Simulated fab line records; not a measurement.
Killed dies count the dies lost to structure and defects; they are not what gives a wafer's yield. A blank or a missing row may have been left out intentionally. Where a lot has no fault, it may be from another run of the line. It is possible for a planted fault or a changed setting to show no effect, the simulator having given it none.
A lot that was struck, set against a sound lot	flow sky130	14 steps out of a route of 708
Sound: these wafers, L879.2, L879.4, L879.6. Wafers L874.1, L874.3, L874.4 were the ones struck. The cause is given at the end.
Order at every step that has rows: each side's tool, ch and its chambers, its first start. Under that, the readings that differ: sound wafers	struck wafers	difference of the means	sigmas: that difference in standard deviations of wafers without a fault.
alike: readings whose means differ by less than 2 such deviations, and words and numbers that are the same on both sides. not compared: withheld readings, readings that some wafer has no value for, bounds like >300 that may hide the same value, and numbers for which the record gives no deviation and whose values overlap.
A row with sigmas, a row that says differs or no value, or rows on one side alone: a step with any of these is where the two part. Numbers that don't overlap but have no deviation are shown without sigmas and don't part them. Lack of a reading on every wafer of one side parts them only where that side has two or more wafers.

SKY_CAPM_OVL_MEAS_12:
  struck on overlay-01, day 40 03:43; sound on overlay-02, day 43 02:41
  alike: CAPM_OVL
SKY_CAPM_METAL_ETCH_13: etches TiN in Cl2/BCl3, stops on SiO2, target depth 220 nm, time 62.9 s.
  sound on rie metal-02 ch 0,1, day 43 02:43; struck on rie metal-03 ch 0,1, day 40 03:46
  alike: drypump motor current A, he backside leak sccm, oes product au, throttle valve pct
  not compared: rf hours counter h
SKY_CAPM_STRIP_14: strips in O2/N2.
  sound on plasma asher-02 ch 1, day 43 02:47; struck on plasma asher-02 ch 0,1, day 40 03:50
  alike: drypump motor current A, oes product au, strip time to endpoint s
  not compared: rf hours counter h
then, 9 steps without rows for these wafers: SKY_CAPM_STRIP_15 (strips in post etch residue remover, time 1200 s); SKY_CAPM_CLEAN_16 (cleans in IPA, time 180 s); SKY_CAPM_CLEAN_17 (cleans in O3/DIW); SKY_METAL3_DEHYDRATE_05 (time 60 s); SKY_METAL3_HMDS_06 (prime time 60 s); SKY_METAL3_COAT_07 (resist thk 60 nm); SKY_METAL3_COAT_08 (resist thk 1140 nm); SKY_METAL3_SOFTBAKE_09 (time 90 s); SKY_METAL3_EXPOSE_10 (exposes mask MM3, target cd 300 nm).
SKY_METAL3_PEB_11:
  struck on litho track-04, day 41 04:00; sound on litho track-01 ch 0, day 44 02:00
reading	sound	struck	difference	sigmas
exhaust pa (Pa)	43.1 44.1 43.2	- - -	no value on the struck wafers	
  not compared: chill plate temp C
then, 1 step without rows for these wafers: SKY_METAL3_DEVELOP_12 (develop time 60 s).

WHERE THEY PART
Only at SKY_METAL3_PEB_11, within this record.

WHY: the cause the simulator had injected
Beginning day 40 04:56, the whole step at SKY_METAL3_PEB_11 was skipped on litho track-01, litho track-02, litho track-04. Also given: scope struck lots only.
